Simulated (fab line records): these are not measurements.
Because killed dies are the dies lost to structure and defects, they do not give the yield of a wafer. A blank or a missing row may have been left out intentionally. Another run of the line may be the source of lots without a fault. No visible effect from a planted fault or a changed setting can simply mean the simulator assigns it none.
Which of the tools did it?    flow sky130    11 lots with 33 wafers sampled at 5 steps, on a route of 708 steps

== WHAT EACH GAUGE READ, for each wafer ==
SKY_SD_N_CD_MEAS_07 targets a cd of 380 nm. Usual: cdNm at 379.9 nm, with a standard deviation of 3.
lot   measured      on        cdNm (nm)          flag
L451  day 28 17:12  cdSem-02  380.6 378.3 378.2  
L453  day 29 03:06  cdSem-01  382.2 379.2 380.6  
L455  day 30 03:51  cdSem-02  384.6 384.6 386.6  
L458  day 30 23:30  cdSem-01  379.4 380.3 378.7  
L463  day 32 22:05  cdSem-02  380.2 382.1 381.4  
L464  day 33 06:53  cdSem-02  379.9 380.7 380.3  
L465  day 33 17:04  cdSem-01  380.8 379.4 383.7  
L467  day 34 05:59  cdSem-02  378.2 378.8 378.4  
L468  day 34 15:19  cdSem-01  383.5 384.7 383.0  
L469  day 35 01:23  cdSem-02  375.6 377.9 374.6  
L471  day 35 16:41  cdSem-01  380.8 380.3 378.8  

SKY_SD_N_TW_MEAS_12. Usual: for SD_N_TW the level is 4000 and the standard deviation is 37.
lot   measured      on            SD_N_TW         flag
L451  day 28 17:46  filmMetro-04  3924 3937 3936  
L453  day 29 03:40  filmMetro-02  4012 4027 4026  
L455  day 30 04:25  filmMetro-02  4029 4026 4003  
L458  day 31 00:04  filmMetro-02  3998 4012 3977  
L463  day 32 22:38  filmMetro-02  4014 4008 4024  
L464  day 33 07:25  filmMetro-02  4014 4025 4021  
L465  day 33 17:36  filmMetro-04  3942 3943 3953  
L467  day 34 06:32  filmMetro-03  3991 3969 3995  
L468  day 34 15:51  filmMetro-04  3912 3911 3913  
L469  day 35 01:56  filmMetro-02  4029 4062 4045  
L471  day 35 17:14  filmMetro-04  3937 3918 3956  

SKY_CONTACT_THK_MEAS_01. Usual: for CONTACT_CVD_00_THK the level is 75.2 nm and the standard deviation is 1.1.
lot   measured      on            CONTACT_CVD_00_THK (nm)  flag
L451  day 31 06:54  filmMetro-01  73.1 75.7 75.8           
L453  day 31 15:00  filmMetro-02  74.2 74.8 75.7           
L455  day 32 15:08  filmMetro-01  76.3 128.4 130.3         OFF
L458  day 33 09:47  filmMetro-04  127.1 75.0 76.4          OFF
L463  day 35 07:23  filmMetro-01  74.1 73.3 74.6           
L464  day 35 16:00  filmMetro-01  75.6 76.1 77.2           
L465  day 36 02:38  filmMetro-02  75.0 76.0 76.1           
L467  day 36 16:16  filmMetro-01  75.4 76.1 76.6           
L468  day 37 00:02  filmMetro-01  74.2 75.2 75.2           
L469  day 37 10:31  filmMetro-04  74.1 76.0 75.3           
L471  day 38 01:17  filmMetro-01  75.2 75.6 74.7           

== EACH LOT AND THE TOOL THAT RAN IT (in order: tool; ch and the chambers of the sampled wafers; start) ==
lot   SKY_LOCAL_INTERCONNECT_STRIP_15      SKY_CONTACT_CVD_00
L451  plasmaAsher-04 ch 0,1, day 31 06:17  pecvd-03 ch 0,2, day 31 06:52
L453  plasmaAsher-04 ch 0, day 31 14:22    pecvd-01 ch 0,1, day 31 14:58
L455  plasmaAsher-04 ch 0,1, day 32 14:28  pecvd-03 ch 0,2, day 32 15:06
L458  plasmaAsher-02 ch 0,1, day 33 09:09  pecvd-03 ch 0,2, day 33 09:44
L463  plasmaAsher-02 ch 0,1, day 35 06:46  pecvd-01 ch 0,1,2, day 35 07:21
L464  plasmaAsher-03 ch 0,1, day 35 15:20  pecvd-04 ch 1,2, day 35 15:57
L465  plasmaAsher-03 ch 0,1, day 36 01:53  pecvd-03 ch 0,2, day 36 02:34
L467  plasmaAsher-04 ch 0,1, day 36 15:11  pecvd-04 ch 0,1, day 36 16:13
L468  plasmaAsher-02 ch 0,1, day 36 23:25  pecvd-04 ch 0,2, day 37 00:00
L469  plasmaAsher-04 ch 0,1, day 37 09:54  pecvd-03 ch 0,1, day 37 10:29
L471  plasmaAsher-02 ch 0,1, day 38 00:40  pecvd-03 ch 0,1,2, day 38 01:16
- SKY_LOCAL_INTERCONNECT_STRIP_15: strips in O2/N2.
- SKY_CONTACT_CVD_00: deposits Si3N4, target thk 75 nm.

== AS READ BY THE TOOLS THEMSELVES (means over the sampled wafers that have a number; for cases with no such wafer, the mark the record gives instead) ==
SKY_LOCAL_INTERCONNECT_STRIP_15. Usual: drypumpMotorCurrentA 5.8 A, standard deviation 0.62; oesProductAu 0.426 a.u., standard deviation 0.005; stripTimeToEndpointS 4.725 s, standard deviation 0.02.
lot   tool            drypumpMotorCurrentA (A)  oesProductAu (a.u.)  stripTimeToEndpointS (s)  flag
L451  plasmaAsher-04  6.2                       0.425                4.724                     
L453  plasmaAsher-04  6.6                       0.422                4.697                     
L455  plasmaAsher-04  5.9                       0.423                4.694                     
L458  plasmaAsher-02  5.8                       0.424                4.713                     
L463  plasmaAsher-02  5.3                       0.427                4.742                     
L464  plasmaAsher-03  5.3                       0.430                4.722                     
L465  plasmaAsher-03  5.3                       0.427                4.719                     
L467  plasmaAsher-04  6.2                       0.426                4.742                     
L468  plasmaAsher-02  5.8                       0.425                4.733                     
L469  plasmaAsher-04  5.8                       0.430                4.724                     
L471  plasmaAsher-02  5.3                       0.425                4.759                     

SKY_CONTACT_CVD_00. Usual: heaterPowerW at 774 W, with a standard deviation of 160.
lot   tool      heaterPowerW (W)  flag
L451  pecvd-03  983               
L453  pecvd-01  761               
L455  pecvd-03  878               
L458  pecvd-03  1029              
L463  pecvd-01  734               
L464  pecvd-04  866               
L465  pecvd-03  980               
L467  pecvd-04  794               
L468  pecvd-04  604               
L469  pecvd-03  740               
L471  pecvd-03  789               

== THE ANSWER, worked out from the rows above alone ==
Rule: take the mean of a lot's wafers that have a number; if it is more than 3 standard deviations from the usual mean, the lot is off. Also off: a lot with no number at a reading for which 4 or more lots have one. All remaining lots with rows at the step are treated as sound. Order of review: gauges by route order, followed by the tools' own readings, for which a lot's mean as printed above is used. At the first step where some lot is off, the reading lying furthest off is the one used; lots without a number count as furthest.
Off: L455, L458, at SKY_CONTACT_THK_MEAS_01 (CONTACT_CVD_00_THK).
If a tool, at a process step before that reading, ran all the lots that are off and no sound lot after the first of them, it fits. Gauges at SKY_CONTACT_THK_MEAS_01: tried the same way as those tools. None of those tried fits.

== WHAT WAS PUT IN BY THE SIMULATOR ==
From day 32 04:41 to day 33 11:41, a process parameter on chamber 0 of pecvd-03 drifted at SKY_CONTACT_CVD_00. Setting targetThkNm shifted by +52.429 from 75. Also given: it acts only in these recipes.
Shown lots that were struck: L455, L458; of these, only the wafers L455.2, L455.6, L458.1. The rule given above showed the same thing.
